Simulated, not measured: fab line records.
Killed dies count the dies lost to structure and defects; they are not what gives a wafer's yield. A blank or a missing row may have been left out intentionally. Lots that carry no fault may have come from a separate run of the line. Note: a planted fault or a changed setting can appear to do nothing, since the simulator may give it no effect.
Matching of chambers | flow gf180mcu | pecvd-02 running GF_V1_CVD_02: 3 sister chambers
The step deposits SiO2 from TEOS, target thk 850 nm, time 94.851 s. 6 wafers are shown with their chamber, then 7 later ones without.

## WAFERS PAIRED WITH THEIR CHAMBERS
wafer  | chamber | heater-power-w (W)
L082.4 | 0       | 671
L082.5 | 2       | 719
L083.5 | 0       | 649
L083.6 | 1       | 719
L091.2 | 1       | 673
L091.3 | 2       | 612

## WAFERS WITHOUT THEIR CHAMBER
wafer  | heater-power-w (W)
L091.4 | 722
L093.4 | 605
L093.5 | 603
L093.6 | 750
L096.4 | 719
L096.5 | 572
L096.6 | 536

## CHAMBER TAKEN BY EACH
wafer  | from the rows above          | in truth
L091.4 | can't be placed: 1 or 2 or 0 | 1
L093.4 | can't be placed: 0 or 2 or 1 | 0
L093.5 | can't be placed: 0 or 2 or 1 | 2
L093.6 | can't be placed: 1 or 2 or 0 | 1
L096.4 | can't be placed: 1 or 2 or 0 | 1
L096.5 | can't be placed: 0 or 2 or 1 | 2
L096.6 | can't be placed: 0 or 2 or 1 | 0
Placed correctly: 0 of 7. Unplaceable from these rows: 7, with the true chamber sitting among the candidates in 7. Wrongly placed: 0.
How it was worked out, from the rows above alone: a wafer's distance from a chamber is the root of the sum, over the readings, of the square of ((its reading less the chamber's mean) divided by the reading's scatter). If the next closest chamber is less than 2 further off than the closest, the wafer can't be placed; otherwise it belongs to the closest. Each chamber's mean is taken over the wafers shown for it. How the scatter is found: for the shown wafers, subtract from each reading the mean of its chamber, square and add these, divide the total by (wafers less chambers), then take the root.
